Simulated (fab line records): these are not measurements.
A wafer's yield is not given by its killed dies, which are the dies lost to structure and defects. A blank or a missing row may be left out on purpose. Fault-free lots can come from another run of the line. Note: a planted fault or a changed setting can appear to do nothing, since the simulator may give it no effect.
fab line records	flow sky130
record lots=12	wafers=36	last_day=50
route steps=708 shown FIELD_ISO@3 DNWELL@44 PWDE@53 NWELL@63 PAD_OPEN@708
lots that met no fault: from a run of the same line without faults
start_h: hours from the record's first day to the start of the lot's first wafer shown	wait_h: how many hours have passed since the lot's step before this one	" repeats the value in the row above	L1.1+2: one row covering several wafers at once	- no value, or no start given	* or withheld: withheld	< > ~ a bound
route shown NAME@n: a module of which the file shows steps, and the number in the route of the first	usual: mean/standard deviation taken from wafers without a fault	same: alike in all rows	chamber/n: place in a boat	sites: each site's reading	_std_site: their standard deviation	_edge_site: outer sites' mean less inner sites'	radius_mm: how far each site lies from the wafer's centre	mask NAME#n: copy n	behind: the most recent tool/chamber to have shaped the wafer	hold: why the lot was held/for how many hours/how that ended	device: the n, p or np transistor that did not switch	end of line: tests run on the same wafers once the route is complete	a step without rows: its recipe alone	killed: dies that structure and defects cost at the first sort, which is not the same as the wafer's yield	map: the dies of a wafer, with x for killed, . for not killed, _ for no die there
set.NAME: setting as actually run; set.NAME@STEP: the setting as run at that earlier step	model.NAME: the simulator's own value behind a step, which no gauge read
route steps across a sampled set of lots; one table per step, one row per wafer
services: when a tool's chamber went out of use (start_h, in hours from the record's first day, below 0 if earlier), for how many hours, and the reason
## steps
# step SKY_FIELD_ISO_THK_MEAS_02
# recipe reads=SiO2_of_FIELD_ISO_OXIDATION_01
# usual FIELD_ISO_OXIDATION_00_THK=12.00/0.2
lot.wafer	tool	chamber	start_h	wait_h	FIELD_ISO_OXIDATION_00_THK[nm]
L911.1	film_metro-04	-	17.74	0.0	11.73
L911.2	"	-	"	"	11.97
L911.5	"	-	"	"	11.99
L912.2	film_metro-01	-	23.39	0.0	12.36
L912.4	"	-	"	"	12.29
L912.5	"	-	"	"	12.40
L915.4	film_metro-04	-	37.13	0.0	11.79
L915.5	"	-	"	"	11.98
L915.6	"	-	"	"	12.17
L917.2	film_metro-01	-	47.88	0.0	11.94
L917.4	"	-	"	"	11.91
L917.5	"	-	"	"	11.88
L920.1	film_metro-04	-	61.63	0.0	11.69
L920.4	"	-	"	"	11.84
L920.5	"	-	"	"	11.90
L921.2	film_metro-02	-	66.64	0.0	12.07
L921.5	"	-	"	"	12.20
L921.6	"	-	"	"	12.03
L924.1	film_metro-01	-	81.89	0.0	12.36
L924.4	"	-	"	"	12.35
L924.6	"	-	"	"	12.35
L925.3	film_metro-04	-	87.78	0.0	11.89
L925.4	"	-	"	"	11.87
L925.5	"	-	"	"	12.13
L927.2	film_metro-04	-	96.80	0.0	11.82
L927.4	"	-	"	"	12.04
L927.6	"	-	"	"	11.78
L928.1	film_metro-02	-	102.76	0.0	12.15
L928.2	"	-	"	"	12.19
L928.6	"	-	"	"	12.07
L931.2	film_metro-04	-	117.04	0.0	12.24
L931.4	"	-	"	"	11.78
L931.5	"	-	"	"	11.93
L933.2	film_metro-04	-	127.63	0.0	11.78
L933.3	"	-	"	"	11.79
L933.4	"	-	"	"	11.67
# step SKY_DNWELL_TW_MEAS_09
# usual DNWELL_TW=1119/8
lot.wafer	tool	chamber	start_h	wait_h	DNWELL_TW
L911.1	film_metro-04	-	56.70	0.1	1110
L911.2	"	-	"	"	1107
L911.5	"	-	"	"	1108
L912.2	film_metro-01	-	64.76	0.1	1120
L912.4	"	-	"	"	1121
L912.5	"	-	"	"	1115
L915.4	film_metro-01	-	90.70	0.1	1116
L915.5	"	-	"	"	1123
L915.6	"	-	"	"	1113
L917.2	film_metro-03	-	95.91	0.1	1116
L917.4	"	-	"	"	1119
L917.5	"	-	"	"	1117
L920.1	film_metro-03	-	103.71	0.1	1115
L920.4	"	-	"	"	1110
L920.5	"	-	"	"	1119
L921.2	film_metro-01	-	110.08	0.1	1127
L921.5	"	-	"	"	1126
L921.6	"	-	"	"	1131
L924.1	film_metro-01	-	128.71	0.1	1125
L924.4	"	-	"	"	1126
L924.6	"	-	"	"	1126
L925.3	film_metro-03	-	133.19	0.1	1133
L925.4	"	-	"	"	1123
L925.5	"	-	"	"	1129
L927.2	film_metro-01	-	143.21	0.1	1129
L927.4	"	-	"	"	1125
L927.6	"	-	"	"	1124
L928.1	film_metro-03	-	154.27	0.1	1112
L928.2	"	-	"	"	1110
L928.6	"	-	"	"	1107
L931.2	film_metro-01	-	171.23	0.1	1123
L931.4	"	-	"	"	1133
L931.5	"	-	"	"	1134
L933.2	film_metro-03	-	179.81	0.1	1114
L933.3	"	-	"	"	1122
L933.4	"	-	"	"	1118
# step SKY_PWDE_IMPLANT_08
# recipe species=B	energy_kev=150	dose_cm2=3.6e+12	tilt_deg=withheld
# usual beam_on_s=10.02/0.19	end_station_pressure_torr=5.04e-06/2.7e-07	faraday_current_uA=20.3/0.38
lot.wafer	tool	chamber	start_h	wait_h	beam_on_s	end_station_pressure_torr	faraday_current_uA
L911.1	implanter-04	0	73.44	0.0	10.01	5.03e-06	20.3
L911.2	"	0	"	"	10.01	5.36e-06	20.2
L911.5	"	0	"	"	9.86	5.19e-06	20.6
L912.2	implanter-01	0	80.84	0.0	9.76	4.66e-06	20.8
L912.4	"	0	"	"	9.74	4.85e-06	20.8
L912.5	"	0	"	"	10.02	4.79e-06	20.2
L915.4	implanter-03	0	109.01	0.1	11.09	7.849e-05	17.9
L915.5	"	0	"	"	11.55	7.495e-05	17.3
L915.6	"	0	"	"	11.72	8.164e-05	16.9
L917.2	implanter-03	0	114.29	0.0	11.43	7.751e-05	17.5
L917.4	"	0	"	"	11.14	7.841e-05	17.9
L917.5	"	0	"	"	11.56	7.955e-05	17.2
L920.1	implanter-03	0	122.30	0.0	11.61	7.109e-05	17.2
L920.4	"	0	"	"	11.54	7.812e-05	17.2
L920.5	"	0	"	"	11.61	8.382e-05	17.2
L921.2	implanter-04	0	129.18	0.0	9.86	5.18e-06	20.5
L921.5	"	0	"	"	9.81	4.29e-06	20.7
L921.6	"	0	"	"	9.74	4.94e-06	20.7
L924.1	implanter-04	0	148.30	0.0	10.10	4.6e-06	20.2
L924.4	"	0	"	"	9.87	5.32e-06	20.6
L924.6	"	0	"	"	10.13	5.51e-06	20.2
L925.3	implanter-01	0	153.84	0.1	9.79	5.52e-06	20.7
L925.4	"	0	"	"	10.08	4.71e-06	20.1
L925.5	"	0	"	"	9.98	5.17e-06	20.3
L927.2	implanter-01	0	163.89	0.0	9.84	4.99e-06	20.6
L927.4	"	0	"	"	10.09	5.38e-06	20.1
L927.6	"	0	"	"	10.24	5.13e-06	19.8
L928.1	implanter-04	0	175.26	0.0	10.11	5.14e-06	20.1
L928.2	"	0	"	"	10.26	5.13e-06	19.9
L928.6	"	0	"	"	10.31	5.06e-06	19.8
L931.2	implanter-03	0	193.41	0.0	10.22	4.77e-06	19.9
L931.4	"	0	"	"	9.93	4.2e-06	20.4
L931.5	"	0	"	"	10.10	5.24e-06	20.1
L933.2	implanter-01	0	202.16	0.0	10.04	4.79e-06	20.2
L933.3	"	0	"	"	10.00	4.87e-06	20.3
L933.4	"	0	"	"	9.88	5.34e-06	20.5
# step SKY_PWDE_TW_MEAS_10
# usual PWDE_TW=374.9/2.5
lot.wafer	tool	chamber	start_h	wait_h	PWDE_TW
L911.1	film_metro-03	-	73.69	0.1	375.0
L911.2	"	-	"	"	372.2
L911.5	"	-	"	"	373.1
L912.2	film_metro-03	-	81.07	0.1	374.8
L912.4	"	-	"	"	375.4
L912.5	"	-	"	"	372.0
L915.4	film_metro-01	-	109.22	0.1	393.0
L915.5	"	-	"	"	390.6
L915.6	"	-	"	"	391.8
L917.2	film_metro-04	-	114.52	0.1	384.4
L917.4	"	-	"	"	386.1
L917.5	"	-	"	"	384.6
L920.1	film_metro-03	-	122.55	0.1	391.5
L920.4	"	-	"	"	390.2
L920.5	"	-	"	"	391.5
L921.2	film_metro-04	-	129.41	0.1	372.5
L921.5	"	-	"	"	371.6
L921.6	"	-	"	"	370.9
L924.1	film_metro-03	-	148.55	0.1	375.5
L924.4	"	-	"	"	377.5
L924.6	"	-	"	"	376.1
L925.3	film_metro-03	-	154.06	0.1	374.7
L925.4	"	-	"	"	375.0
L925.5	"	-	"	"	374.6
L927.2	film_metro-04	-	164.12	0.1	372.9
L927.4	"	-	"	"	372.9
L927.6	"	-	"	"	374.5
L928.1	film_metro-01	-	175.51	0.1	375.9
L928.2	"	-	"	"	377.4
L928.6	"	-	"	"	376.5
L931.2	film_metro-04	-	193.65	0.1	370.9
L931.4	"	-	"	"	372.0
L931.5	"	-	"	"	370.8
L933.2	film_metro-03	-	202.40	0.1	376.5
L933.3	"	-	"	"	377.4
L933.4	"	-	"	"	375.6
# step SKY_NWELL_OVL_MEAS_10
# usual NWELL_00_OVL=-0.2/1.3
lot.wafer	tool	chamber	start_h	wait_h	NWELL_00_OVL[nm]
L911.1	overlay-01	-	91.11	-	-0.3
L911.2	"	-	"	"	0.0
L911.5	"	-	"	"	0.8
L912.2	overlay-01	-	98.81	-	-1.6
L912.4	"	-	"	"	-0.3
L912.5	"	-	"	"	-1.7
L915.4	overlay-02	-	128.17	-	-0.5
L915.5	"	-	"	"	-0.6
L915.6	"	-	"	"	0.5
L917.2	overlay-01	-	134.11	-	-2.0
L917.4	"	-	"	"	-1.9
L917.5	"	-	"	"	-1.2
L920.1	overlay-01	-	141.41	-	0.9
L920.4	"	-	"	"	0.4
L920.5	"	-	"	"	-0.8
L921.2	overlay-02	-	148.96	-	1.0
L921.5	"	-	"	"	1.1
L921.6	"	-	"	"	1.4
L924.1	overlay-01	-	169.36	-	1.0
L924.4	"	-	"	"	0.4
L924.6	"	-	"	"	0.4
L925.3	overlay-01	-	175.33	-	-0.3
L925.4	"	-	"	"	-0.5
L925.5	"	-	"	"	-0.2
L927.2	overlay-01	-	185.61	-	-1.4
L927.4	"	-	"	"	-0.2
L927.6	"	-	"	"	-2.5
L928.1	overlay-02	-	198.01	-	0.7
L928.2	"	-	"	"	2.6
L928.6	"	-	"	"	1.6
L931.2	overlay-02	-	216.26	-	1.5
L931.4	"	-	"	"	1.5
L931.5	"	-	"	"	1.6
L933.2	overlay-01	-	224.37	-	-0.5
L933.3	"	-	"	"	-0.2
L933.4	"	-	"	"	-0.8
# step SKY_NWELL_RS_MEAS_31
# recipe thk_meas_gauge=four-point-probe
# usual PWDE_RS=5277/24
lot.wafer	tool	chamber	start_h	wait_h	PWDE_RS[ohm/sq]
L911.1	film_metro-03	-	109.99	0.1	5251
L911.2	"	-	"	"	5245
L911.5	"	-	"	"	5248
L912.2	film_metro-04	-	118.31	0.1	5278
L912.4	"	-	"	"	5290
L912.5	"	-	"	"	5278
L915.4	film_metro-01	-	149.45	0.1	4789
L915.5	"	-	"	"	4786
L915.6	"	-	"	"	4781
L917.2	film_metro-03	-	156.11	0.1	4774
L917.4	"	-	"	"	4764
L917.5	"	-	"	"	4785
L920.1	film_metro-04	-	161.99	0.1	4775
L920.4	"	-	"	"	4755
L920.5	"	-	"	"	4770
L921.2	film_metro-04	-	171.22	0.1	5272
L921.5	"	-	"	"	5271
L921.6	"	-	"	"	5282
L924.1	film_metro-04	-	192.39	0.1	5283
L924.4	"	-	"	"	5286
L924.6	"	-	"	"	5295
L925.3	film_metro-03	-	199.08	0.1	5275
L925.4	"	-	"	"	5270
L925.5	"	-	"	"	5292
L927.2	film_metro-01	-	208.41	0.1	5261
L927.4	"	-	"	"	5263
L927.6	"	-	"	"	5279
L928.1	film_metro-01	-	221.14	0.1	5318
L928.2	"	-	"	"	5301
L928.6	"	-	"	"	5289
L931.2	film_metro-03	-	240.37	0.1	5279
L931.4	"	-	"	"	5284
L931.5	"	-	"	"	5294
L933.2	film_metro-04	-	248.66	0.1	5284
L933.3	"	-	"	"	5259
L933.4	"	-	"	"	5266
# step SKY_PAD_OPEN_PROBE_99
# usual killed_at_M0_to_M3=43/6.6	killed_at_M4_up=2.9/1.6	killed_at_contacts=24/4.9	killed_at_front_end=15/4.5	killed_at_other=0.2/0.45	killed_dies=86/8.8	killed_open=48/6.4	killed_short=38/5.6
# same gross_dies=492	killed_at_back_side=0
lot.wafer	tool	chamber	start_h	wait_h	killed_at_M0_to_M3	killed_at_M4_up	killed_at_contacts	killed_at_front_end	killed_at_other	killed_dies	killed_open	killed_short
L920.1	prober-02	-	1140.03	0.1	39	5	25	16	0	85	50	35
L920.4	prober-02	-	1140.18	0.2	42	1	19	21	0	83	46	37
L920.5	prober-02	-	1140.23	0.2	44	2	27	13	0	86	56	30
L921.2	prober-02	-	1149.63	0.1	42	4	24	15	0	85	54	31
L921.5	prober-02	-	1149.78	0.2	35	5	27	12	0	79	42	37
L921.6	prober-02	-	1149.83	0.2	42	3	30	15	1	91	46	45
L925.3	prober-01	-	1167.15	0.2	45	6	20	7	0	78	39	39
L925.4	prober-01	-	1167.20	0.2	38	5	15	20	0	78	46	32
L928.1	prober-02	-	1186.13	0.1	45	3	22	15	0	85	41	44
L928.2	prober-02	-	1186.18	0.1	50	6	19	17	1	93	49	44
# killed by level:class
L920.1 CONTACT:geometric_particle:open=10 VIA3:geometric_particle:open=10 VIA1:geometric_particle:open=10 LI_CONTACT:geometric_particle:open=6 FIELD_ISO:geometric_particle:open=5 METAL4:geometric_particle:short=4 METAL2:geometric_particle:short=4 LOCAL_INTERCONNECT:geometric_particle:short=4
L920.4 VIA2:geometric_particle:open=10 LI_CONTACT:geometric_particle:open=9 METAL1:geometric_particle:short=6 POLY_GATE:geometric_particle:open=5 POLY_GATE:geometric_particle:short=5 LOCAL_INTERCONNECT:geometric_particle:short=5 VIA3:geometric_particle:open=5 FIELD_ISO:geometric_particle:open=4
L920.5 VIA1:geometric_particle:open=15 CONTACT:geometric_particle:open=11 LI_CONTACT:geometric_particle:open=8 METAL3:geometric_particle:short=5 METAL1:geometric_particle:short=5 VIA2:geometric_particle:open=5 FIELD_ISO:geometric_particle:open=4 VIA3:geometric_particle:open=4
L921.2 VIA1:geometric_particle:open=13 CONTACT:geometric_particle:open=10 LI_CONTACT:geometric_particle:open=10 METAL1:geometric_particle:short=7 POLY_GATE:geometric_particle:open=6 VIA2:geometric_particle:open=5 VIA1:geometric_particle:short=4 FIELD_ISO:geometric_particle:open=3
L921.5 LI_CONTACT:geometric_particle:open=9 VIA3:geometric_particle:open=8 CONTACT:geometric_particle:open=7 METAL2:geometric_particle:short=7 METAL4:geometric_particle:short=5 VIA2:geometric_particle:open=5 FIELD_ISO:geometric_particle:short=4 CONTACT:geometric_particle:short=4
L921.6 VIA1:geometric_particle:open=14 CONTACT:geometric_particle:open=13 POLY_GATE:geometric_particle:short=7 CONTACT:geometric_particle:short=6 LOCAL_INTERCONNECT:geometric_particle:short=6 VIA2:geometric_particle:open=6 FIELD_ISO:geometric_particle:short=5 VIA3:geometric_particle:short=5
L925.3 VIA1:geometric_particle:open=11 VIA2:geometric_particle:open=8 VIA1:geometric_particle:short=8 CONTACT:geometric_particle:open=6 LI_CONTACT:geometric_particle:open=5 CONTACT:geometric_particle:short=5 METAL1:geometric_particle:short=5 METAL4:geometric_particle:short=5
L925.4 CONTACT:geometric_particle:open=8 VIA1:geometric_particle:open=8 VIA2:geometric_particle:open=7 POLY_GATE:geometric_particle:short=6 METAL1:geometric_particle:short=6 POLY_GATE:geometric_particle:open=5 VIA3:geometric_particle:open=4 METAL4:geometric_particle:short=4
L928.1 VIA1:geometric_particle:open=12 CONTACT:geometric_particle:open=6 VIA3:geometric_particle:open=6 METAL1:geometric_particle:short=5 FIELD_ISO:geometric_particle:short=5 LI_CONTACT:geometric_particle:open=5 VIA1:geometric_particle:short=5 LI_CONTACT:geometric_particle:short=4
L928.2 VIA1:geometric_particle:open=9 CONTACT:geometric_particle:open=8 VIA2:geometric_particle:open=8 METAL2:geometric_particle:short=7 LI_CONTACT:geometric_particle:open=6 VIA1:geometric_particle:short=5 VIA3:geometric_particle:short=5 VIA3:geometric_particle:open=5
## services
tool	chamber	start_h	hours	kind
implanter-04	-	70.96	2.3	repair
implanter-01	-	101.83	1.0	repair
implanter-03	-	122.66	2.0	repair
implanter-04	-	126.40	1.7	repair
implanter-01	-	158.69	3.5	repair
implanter-04	-	162.19	4.1	pm
implanter-04	-	180.28	0.9	repair
## key
first_sign step=SKY_PWDE_IMPLANT_08	reading=end_station_pressure_torr	direction=up	sigmas=99+	usual=5.04e-06	struck=7.818e-05
effect step=SKY_PWDE_IMPLANT_08	reading=faraday_current_uA	direction=down	sigmas=7.6	usual=20.3	struck=17.4
effect step=SKY_PWDE_TW_MEAS_10	reading=PWDE_TW	direction=up	sigmas=5.9	usual=374.9	struck=389.3
effect step=SKY_NWELL_RS_MEAS_31	reading=PWDE_RS	direction=down	sigmas=21	usual=5277	struck=4775
met_at SKY_PWDE_IMPLANT_08
struck_lots L915,L917,L920
tester_left_out L915,L917,L920
not_acting_at SKY_FIELD_ISO_THK_MEAS_02,SKY_DNWELL_TW_MEAS_09,SKY_NWELL_OVL_MEAS_10
fault kind=process_parameter_drift	tool=implanter-03	chamber=-	onset_h=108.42	steps=SKY_PWDE_IMPLANT_08	channel=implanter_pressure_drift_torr	offset=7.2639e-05	shape=step	end_h=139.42
fault kind=process_parameter_drift	tool=implanter-03	chamber=-	onset_h=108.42	steps=SKY_PWDE_IMPLANT_08	channel=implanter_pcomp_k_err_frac	offset=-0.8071	shape=step	end_h=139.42
# tester_left_out: of these lots the tester's yield and bins aren't shown, on N5 and GAA mostly nor the transistor test; their killed dies are dies lost to structure and defects alone, not to doping, threshold or leakage, so they don't give the yield
